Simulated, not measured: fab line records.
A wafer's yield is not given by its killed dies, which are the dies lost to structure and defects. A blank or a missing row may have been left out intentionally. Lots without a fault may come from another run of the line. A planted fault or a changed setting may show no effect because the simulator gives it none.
Split-lot study + flow sky130 + 23 wafers read from 5 lots, route of 708 steps

## ON THE SPLIT
At SKY_CONTACT_COAT_09 (resist thk 450 nm), the setting resist_thk_nm was moved away from the recipe's 450 nm on 7 of the 23 wafers read, by +2.9% to +5.7%. This setting was run at the recipe's value on the other wafers.

## FROM SPLIT TO READING: 1 step shown by the file between the two
- SKY_CONTACT_ETCH_17: etches SiO2 in C4F8/O2/Ar, stops on Si3N4, target depth 340 nm (also split here: bias_w)

## THE READING
KrF-thick_of_CONTACT_COAT_09.thk_nm (the simulator's own value, which no gauge read), in nm, at SKY_CONTACT_ETCH_18 (etches Si3N4 in CHF3/O2, stops on TiN, time 39 s, target depth 75 nm). There is no usual value for it anywhere in the file. Average 244.1 nm, standard deviation 3.4 nm, over the 16 wafers here run with the recipe.

| wafer  | tool, chamber at the split | resist_thk_nm as run, nm | against the recipe | KrF-thick_of_CONTACT_COAT_09.thk_nm, nm | against lot-mates on the recipe |
|--------|----------------------------|--------------------------|--------------------|-----------------------------------------|---------------------------------|
| L075.1 | litho_track-02, 0          | 450                      | recipe             | 243.4                                   | -                               |
| L075.2 | litho_track-02, 0          | 450                      | recipe             | 243.1                                   | -                               |
| L075.3 | litho_track-02, 0          | 450                      | recipe             | 239                                     | -                               |
| L075.4 | litho_track-02, 0          | 450                      | recipe             | 242.2                                   | -                               |
| L075.6 | litho_track-02, 0          | 450                      | recipe             | 243.2                                   | -                               |
| L078.1 | litho_track-04, 0          | 450                      | recipe             | 247.6                                   | -                               |
| L078.2 | litho_track-04, 0          | 466.5                    | +3.7%              | 262.1                                   | +15.4                           |
| L078.3 | litho_track-04, 0          | 466.5                    | +3.7%              | 264.4                                   | +17.7                           |
| L078.4 | litho_track-04, 0          | 466.5                    | +3.7%              | 261.8                                   | +15.1                           |
| L078.6 | litho_track-04, 0          | 450                      | recipe             | 245.8                                   | -                               |
| L079.2 | litho_track-02, 0          | 450                      | recipe             | 241.2                                   | -                               |
| L079.3 | litho_track-02, 0          | 463.2                    | +2.9%              | 258.7                                   | +14.7                           |
| L079.4 | litho_track-02, 0          | 463.2                    | +2.9%              | 259.4                                   | +15.4                           |
| L079.5 | litho_track-02, 0          | 450                      | recipe             | 246.9                                   | -                               |
| L079.6 | litho_track-02, 0          | 450                      | recipe             | 244                                     | -                               |
| L080.1 | litho_track-02, 0          | 450                      | recipe             | 248.7                                   | -                               |
| L080.5 | litho_track-02, 0          | 450                      | recipe             | 249.7                                   | -                               |
| L080.6 | litho_track-02, 0          | 450                      | recipe             | 246.9                                   | -                               |
| L081.1 | litho_track-04, 0          | 450                      | recipe             | 244.9                                   | -                               |
| L081.2 | litho_track-04, 0          | 450                      | recipe             | 236.4                                   | -                               |
| L081.4 | litho_track-04, 0          | 450                      | recipe             | 242.4                                   | -                               |
| L081.5 | litho_track-04, 0          | 475.8                    | +5.7%              | 266.5                                   | +25.3                           |
| L081.6 | litho_track-04, 0          | 475.8                    | +5.7%              | 262.7                                   | +21.5                           |

FIT RESULTS
A straight line over all 23 wafers: KrF-thick_of_CONTACT_COAT_09.thk_nm changes by +4.21 nm for each +1% of resist_thk_nm; r = +0.92; the points scatter about the line by 3.6 nm.
The same after taking each lot's own level away (the mean of its wafers on the recipe; 23 wafers): +4.29 nm for each +1%; r = +0.97; scatter 2.2 nm.
On that fit, the largest move of resist_thk_nm shifts the reading by 25 nm.
Across the lots, their own levels run from 241.23 to 248.43 nm, a range of 2.1 times the standard deviation given above.
The two slopes are in agreement: the lot-to-lot level therefore moves the slope only a little.
Check: for one of the wafers moved furthest among these (+5.7%), held out of the fit, the line's prediction against its lot-mates is +24.5 nm. Against them it came out at +25.3 nm.

## OTHER SPLITS APPLIED TO THESE WAFERS
These wafers also went through other splits before the reading. Each is held against what the fit with the lots' levels taken away leaves over:
| other split on the same wafers              | wafers away from the commonest value | r with KrF-thick_of_CONTACT_COAT_09.thk_nm (lot level and that fit taken away) |
|---------------------------------------------|--------------------------------------|--------------------------------------------------------------------------------|
| SKY_LOCAL_INTERCONNECT_METAL_ETCH_14 time_s | 9                                    | +0.19                                                                          |
| SKY_CONTACT_ETCH_17 bias_w                  | 4                                    | -0.61                                                                          |

## THE WHOLE CHAIN: every reading that the file lists as answering this split, in the file's order
| step                 | what it does                                                         | reading                                                                              | change (the file's fit)              | r (the file's) |
|----------------------|----------------------------------------------------------------------|--------------------------------------------------------------------------------------|--------------------------------------|----------------|
| SKY_CONTACT_COAT_09  | resist thk 450 nm                                                    | KrF-thick_of_CONTACT_COAT_09.thk_nm (the simulator's own value, which no gauge read) | +4.53 nm for each +1% of the setting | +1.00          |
| SKY_CONTACT_ETCH_17  | etches SiO2 in C4F8/O2/Ar, stops on Si3N4, target depth 340 nm       | KrF-thick_of_CONTACT_COAT_09.thk_nm (the simulator's own value, which no gauge read) | +4.37 nm for each +1% of the setting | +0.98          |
| SKY_CONTACT_ETCH_18  | etches Si3N4 in CHF3/O2, stops on TiN, time 39 s, target depth 75 nm | KrF-thick_of_CONTACT_COAT_09.thk_nm (the simulator's own value, which no gauge read) | +4.32 nm for each +1% of the setting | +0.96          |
| SKY_CONTACT_STRIP_19 | strips in O2/N2                                                      | strip_time_to_endpoint_s                                                             | withheld for each +1% of the setting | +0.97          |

## THE FILE'S OWN FIT
KrF-thick_of_CONTACT_COAT_09.thk_nm changes by +4.32 nm for each +1% of resist_thk_nm, r = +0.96.
